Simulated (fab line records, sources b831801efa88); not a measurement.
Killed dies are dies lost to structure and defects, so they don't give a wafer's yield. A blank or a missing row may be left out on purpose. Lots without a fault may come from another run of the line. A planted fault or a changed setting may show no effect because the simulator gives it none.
A struck lot beside a sound one | flow gf180mcu | 22 steps out of a route of 602
Sound: wafers L640.1, L640.2, L640.6. Struck: wafers L646.1, L646.3, L646.6. The cause comes at the end.
At each step with rows: each side's tool, then ch and its chambers, then its first start. Under that, the readings that differ: sound wafers | struck wafers | difference of the means | sigmas: that difference in standard deviations of wafers without a fault.
alike: readings whose means differ by less than 2 such deviations, and words and numbers that are the same on both sides. not compared: withheld readings, readings that some wafer has no value for, bounds like >300 that may hide the same value, and numbers for which the record gives no deviation and whose values overlap.
The two part at a step that has a row with sigmas, a row that says differs or no value, or rows on one side only. Numbers that don't overlap but have no deviation are shown without sigmas and don't part them. A reading that every wafer of one side lacks parts them only if that side has two wafers or more.

first, 5 steps without rows for these wafers: GF_NWELL_COAT_02 (resist thk 3000 nm); GF_NWELL_SOFTBAKE_03; GF_NWELL_EXPOSE_04 (exposes mask Nwell, target cd 860 nm); GF_NWELL_PEB_05; GF_NWELL_DEVELOP_06 (develop time 60 s).
GF_NWELL_OVL_MEAS_07:
  sound on overlay-02, day 5 04:17; struck on overlay-02, day 6 10:20
  alike: NWELL_OVL
then, 2 steps without rows for these wafers: GF_NWELL_IMPLANT_08; GF_NWELL_IMPLANT_09.
GF_NWELL_STRIP_10: strips in O2/N2.
  sound on plasma_asher-04 ch 0,1, day 5 04:37; struck on plasma_asher-01 ch 0,1, day 6 10:40
  alike: drypump_motor_current_A, heater_power_w, o2_flow_sccm, oes_product_au, strip_time_to_endpoint_s
  not compared: rf_hours_counter_h
GF_NWELL_TW_MEAS_11:
  sound on film_metro-03, day 5 04:43; struck on film_metro-01, day 6 10:46
  alike: NWELL_TW
then, 2 steps without rows for these wafers: GF_LVPWELL_DEHYDRATE_00 (time 60 s); GF_LVPWELL_HMDS_01 (prime time 60 s).
GF_LVPWELL_COAT_02: resist thk 3000 nm.
  sound on litho_track-01 ch 0, day 5 10:47; struck on litho_track-01 ch 0, day 6 17:53
  reading                                   | sound          | struck            | difference | sigmas
  model.coat_of_LVPWELL_COAT_02.thk_nm (nm) | 2997 3006 2984 | 955.7 957.8 957.1 | -2038.8    |
then, 3 steps without rows for these wafers: GF_LVPWELL_SOFTBAKE_03; GF_LVPWELL_EXPOSE_04 (exposes mask LVPWELL, target cd 600 nm); GF_LVPWELL_PEB_05.
GF_LVPWELL_DEVELOP_06: develop time 60 s.
  sound on litho_track-01 ch 0; struck on litho_track-04 ch 0
  reading                                   | sound          | struck            | difference | sigmas
  model.coat_of_LVPWELL_COAT_02.thk_nm (nm) | 2996 3005 2983 | 954.6 956.7 956.1 | -2038.9    |
GF_LVPWELL_OVL_MEAS_07:
  sound on overlay-02, day 5 18:14; struck on overlay-02, day 7 01:56
  alike: LVPWELL_OVL
then, 2 steps without rows for these wafers: GF_LVPWELL_IMPLANT_08; GF_LVPWELL_IMPLANT_09.
GF_LVPWELL_STRIP_10: strips in O2/N2.
  sound on plasma_asher-02 ch 0,1, day 5 18:34; struck on plasma_asher-02 ch 0,1, day 7 02:16
  reading                      | sound             | struck            | difference | sigmas
  strip_time_to_endpoint_s (s) | 36.92 37.02 36.75 | 12.92 12.95 12.95 | -23.96     | -99 or more
  alike: drypump_motor_current_A, heater_power_w, o2_flow_sccm, oes_product_au
  not compared: rf_hours_counter_h
GF_LVPWELL_TW_MEAS_11:
  sound on film_metro-04, day 5 18:40; struck on film_metro-01, day 7 02:22
  alike: LVPWELL_TW

WHERE THEY PART
Only at GF_LVPWELL_STRIP_10, within this record. Later steps at which nothing parts them and some readings are alike: GF_LVPWELL_TW_MEAS_11.

WHY: what the simulator had put in
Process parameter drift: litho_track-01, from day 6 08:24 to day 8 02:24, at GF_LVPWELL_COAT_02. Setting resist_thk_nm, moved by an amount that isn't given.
